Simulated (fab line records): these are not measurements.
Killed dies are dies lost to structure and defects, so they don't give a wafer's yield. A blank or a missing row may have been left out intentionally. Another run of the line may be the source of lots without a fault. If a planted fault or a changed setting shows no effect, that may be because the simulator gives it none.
A lot that was struck, set against a sound lot    flow sky130    36 out of 708 route steps
Sound: the wafers L137.2, L137.3, L137.5. Struck: wafer L146.6 (left out: L146.4, L146.5 of the same lot, which were not struck); the cause appears at the end.
Per side, at each step with rows, come the tool, then ch with its chambers, and then its first start. Under that, the readings that differ: sound wafers    struck wafers    difference of the means    sigmas: that difference in standard deviations of wafers without a fault.
alike: readings with means less than 2 such deviations apart, plus words and numbers identical on both sides. not compared: withheld readings, readings lacking a value on some wafer, bounds such as >300 that could conceal the same value, and numbers that have no deviation in the record and whose values overlap.
A row with sigmas, a row that says differs or no value, or rows on one side alone: a step with any of these is where the two part. Numbers that don't overlap but have no deviation are shown without sigmas and don't part them. A reading missing from all wafers of one side parts the sides only when that side holds two or more wafers.

first, 10 steps without rows for these wafers: SKY_LI_CONTACT_EXPOSE_09 (exposes mask LICM1, target cd 170 nm); SKY_LI_CONTACT_PEB_10; SKY_LI_CONTACT_DEVELOP_11 (develop time 60 s); SKY_LI_CONTACT_ETCH_14 (etches BARC in N2/H2, stops on SiO2, time 45.9 s, target depth 60 nm); SKY_LI_CONTACT_ETCH_15 (etches PSG in C4F8/O2/Ar, stops on Si, target depth 600 nm); SKY_LI_CONTACT_STRIP_16 (strips in O2/N2); SKY_LI_CONTACT_CLEAN_17 (cleans in NMP, time 600 s); SKY_LI_CONTACT_PRE_CLEAN_18 (time 5.6 s); SKY_LI_CONTACT_SPUTTER_19 (material Ti, target thk 20 nm, time 106.37 s); SKY_LI_CONTACT_SPUTTER_20 (material TiN, target thk 20 nm, time 80 s).
SKY_LI_CONTACT_CVD_21: deposits W, target thk 400 nm, time 120.56 s.
  sound on cvd-w-02 ch 0,1, day 31 10:41; struck on cvd-w-02 ch 0, day 34 03:27
reading                                   sound              struck  difference  sigmas
model.W_of_LI_CONTACT_CVD_21.thk-nm (nm)  410.4 405.5 398.2  564.9   +160.2      
  alike: heater-power-w
SKY_LI_CONTACT_RS_MEAS_22: measurement is done with a four-point probe.
  sound: film-metro-02 at day 31 10:50; struck: film-metro-03 at day 34 03:53
reading                   sound              struck  difference  sigmas
LI_CONTACT_W_RS (ohm/sq)  0.277 0.281 0.286  0.201   -0.080      -20
  not compared: hold
SKY_LI_CONTACT_THK_MEAS_23: measures by xrf.
  sound: film-metro-02 at day 31 10:57; struck: film-metro-03 at day 34 06:31
reading                sound        struck  difference  sigmas
LI_CONTACT_W_THK (nm)  405 400 394  567     +167        +18
  not compared: hold
SKY_LI_CONTACT_CMP_24: polishes, stops on PSG, t overpolish 20 s, target thk 0 nm.
  sound on cmp-02 ch 1,2,3, day 31 11:03; struck on cmp-01 ch 2, day 34 08:26
reading                 sound     struck                    difference                    sigmas
hold                    - - -     await-dispo/1.5h/release  no value on the sound wafers  
time-to-endpoint-s (s)  93 93 99  141                       +46                           +9
  alike: motor-current-A, slurry-filter-dp-kPa
then, 19 steps without rows for these wafers: SKY_LOCAL_INTERCONNECT_SPUTTER_00 (material TiN, target thk 100 nm, time 83.3 s); SKY_LOCAL_INTERCONNECT_DEHYDRATE_03 (time 60 s); SKY_LOCAL_INTERCONNECT_HMDS_04 (prime time 60 s); SKY_LOCAL_INTERCONNECT_COAT_05 (resist thk 60 nm); SKY_LOCAL_INTERCONNECT_COAT_06 (resist thk 450 nm); SKY_LOCAL_INTERCONNECT_SOFTBAKE_07 (time 90 s); SKY_LOCAL_INTERCONNECT_EXPOSE_08 (exposes mask LI1M, target cd 170 nm); SKY_LOCAL_INTERCONNECT_PEB_09; SKY_LOCAL_INTERCONNECT_DEVELOP_10 (develop time 60 s); SKY_LOCAL_INTERCONNECT_ETCH_13 (etches BARC in N2/H2, stops on SiO2, time 45.9 s, target depth 60 nm); SKY_LOCAL_INTERCONNECT_METAL_ETCH_14 (etches TiN in Cl2/BCl3, stops on PSG, target depth 110 nm, time 31.4 s); SKY_LOCAL_INTERCONNECT_STRIP_15 (strips in O2/N2); SKY_LOCAL_INTERCONNECT_STRIP_16 (strips in post etch residue remover, time 1200 s); SKY_LOCAL_INTERCONNECT_CLEAN_17 (cleans in IPA, time 180 s); SKY_LOCAL_INTERCONNECT_CLEAN_18 (cleans in O3/DIW); SKY_CONTACT_CVD_00 (deposits Si3N4, target thk 75 nm); SKY_CONTACT_HDPCVD_02 (deposits SiO2, target thk 565 nm, time 94.2 s); SKY_CONTACT_CMP_04 (polishes SiO2); SKY_CONTACT_DEHYDRATE_06 (time 60 s).
-- the record jumps here: 12 days lie between the struck wafers' starts before and after (it left off in module CONTACT and takes up again in module METAL4, whose first step shown is number 631 of the route) --
SKY_METAL4_DESCUM_15: chemistry O2, time 8 s.
  sound on rie-metal-03 ch 0,1, day 43 17:07; struck on rie-metal-04 ch 1, day 46 02:50
reading                  sound              struck  difference  sigmas
rf-fwd-power-W (W)       147.5 147.6 147.3  146.0   -1.5        -3
model.METAL4.cd-nm (nm)  295.9 297.4 297.8  315.1   +18.1       
  alike: drypump-motor-current-A, oes-product-au
  not compared: rf-hours-counter-h
SKY_METAL4_METAL_ETCH_18: etches the open film in Cl2/BCl3, stops on SiO2, target depth 845 nm, time 183.1 s.
  sound on rie-metal-04 ch 0,1, day 43 17:16; struck on rie-metal-03 ch 0, day 46 03:02
reading                  sound          struck  difference  sigmas
model.METAL4.cd-nm (nm)  301 298 299.6  313     +13         
  alike: drypump-motor-current-A, oes-product-au, rf-fwd-power-W, throttle-valve-pct
  not compared: rf-hours-counter-h
-- the record jumps here: 3 days lie between the struck wafers' starts before and after (it left off in module METAL4 and takes up again in module PAD_OPEN, whose first step shown is number 708 of the route) --
SKY_PAD_OPEN_PROBE_99:
  sound: prober-02 at day 47 10:23; struck: prober-01 at day 49 12:28
reading                         sound                 struck  difference  sigmas
killed-at-contacts              39 26 36              14      -20         -3
killed-dies                     99 99 97              71      -27         -3
killed-open                     56 59 60              29      -29         -4
model.etest.met4.width-nm (nm)  299 293.6 300.6       312.7   +15.0       
model.etest.met4.line-ohm-um    0.1407 0.1454 0.1401  0.1364  -0.0057     
  alike: killed_at_M0_to_M3, killed_at_M4_up, killed-at-front-end, killed-at-other, killed-short

== WHERE THEY PART ==
At SKY_LI_CONTACT_RS_MEAS_22 first; at SKY_PAD_OPEN_PROBE_99 last (within this record only).

WHY: what had been put in by the simulator
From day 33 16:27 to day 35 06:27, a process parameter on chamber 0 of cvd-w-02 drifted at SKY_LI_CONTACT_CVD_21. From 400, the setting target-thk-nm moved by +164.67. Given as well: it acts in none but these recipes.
